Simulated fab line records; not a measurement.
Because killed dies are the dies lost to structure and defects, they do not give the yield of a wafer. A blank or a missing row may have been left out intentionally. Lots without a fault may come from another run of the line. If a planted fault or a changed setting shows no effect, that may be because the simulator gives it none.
Problem report in the 8D (eight disciplines) form, filled by code / flow sky130 / the parts of the form that need people (team, actions taken, sign-off) are left out

== 1. THE ISSUE ==
VIA1_HDPCVD_THK at SKY_VIA1_THK_MEAS_01 reads a mean of 543 nm on 3 wafers of 2 lots; wafers without a fault read 1034 nm with a standard deviation of 8.9. Measured from the usual mean, that is -55 standard deviations.
First seen on wafer L953.1, day 37 17:25, on film_metro-03. The record holds 40 wafers of 14 lots with a number at this step. Rule for "out" (also "out of limits"): further than 4 standard deviations from the usual mean. Any other wafer with a number is counted as sound.

== 2. WHAT IT IS, WHAT IT ISN'T ==
question=which readings at this step | is=VIA1_HDPCVD_THK | is not=-
question=which lots | is=L953, L954 | is not=L938, L939, L940, L941, L942, L943, L944, L945, L946, L947, L948, L961
question=which wafers of those lots | is=L953.1, L953.3, L954.3 | is not=L954.4
question=read on which gauges | is=film_metro-03, film_metro-04 | is not=film_metro-02
question=when | is=from day 37 17:25 | is not=up to then (33 sound wafers); but 4 sound wafers of L954, L961 came after

== 3. SUSPECTS, AND WHAT RULES EACH OUT ==
Counting: any tool at a process step up to the reading remains a suspect provided it ran every lot that is out. Sound lots after the first of them don't rule it out here, since some wafers of a struck lot are sound.
- the gauge at SKY_VIA1_THK_MEAS_01: ruled out. The wafers that are out were read on 2 gauges (film_metro-03, film_metro-04).
- pvd_sputter-01 at SKY_CONTACT_SPUTTER_23 (material TiN, target thk 20 nm, time 80 s): kept. It processed each lot that is out (first: L953, day 36 12:34); up to then, its last sound lot is L948 (day 34 22:19).
- hdpcvd-02 at SKY_VIA1_HDPCVD_00 (deposits SiO2, target thk 1030 nm, time 171.7 s): kept. It processed each lot that is out (first: L953, day 37 17:18); up to then, its last sound lot is L948 (day 36 02:03).
The count leaves hdpcvd-02 at SKY_VIA1_HDPCVD_00 and pvd_sputter-01 at SKY_CONTACT_SPUTTER_23.

== 4. THE CAUSE (what the simulator had put in) ==
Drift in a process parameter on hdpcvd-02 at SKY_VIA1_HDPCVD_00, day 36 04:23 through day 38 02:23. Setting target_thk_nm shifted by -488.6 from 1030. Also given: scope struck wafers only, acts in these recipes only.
Of the 2 suspects that counting leaves, this tool is one.

== 5. THE EFFECT CHAIN, in route order ==
Each row: a reading where the mean over the struck wafers with a number is more than 3 standard deviations away from the usual. Only readings whose record carries a usual standard deviation are examined. hours: median over the lots of the time between each lot's start at the first step of this table that gives one and its start at this step. sigmas: the change, counted in usual standard deviations.
hours=0; step=SKY_VIA1_THK_MEAS_01; reading=VIA1_HDPCVD_THK; usual=1034 nm; on struck wafers=543; change=-491; sigmas=-55
Later measuring or inspecting steps at which every struck wafer that the step has a row for has a number for every such reading, and none has moved that far: SKY_VIA1_BOW_MEAS_03.

== 6. HOW IT WOULD HAVE BEEN CAUGHT EARLIER ==
37 hours passed between the start of the fault at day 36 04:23 and the first reading out of limits at a measuring or inspecting step in this record, taken at day 37 17:25.
Of the lots that are out (2), L954 began SKY_VIA1_HDPCVD_00 on hdpcvd-02 after day 37 17:25. Putting the tool on hold at that point would have spared it.
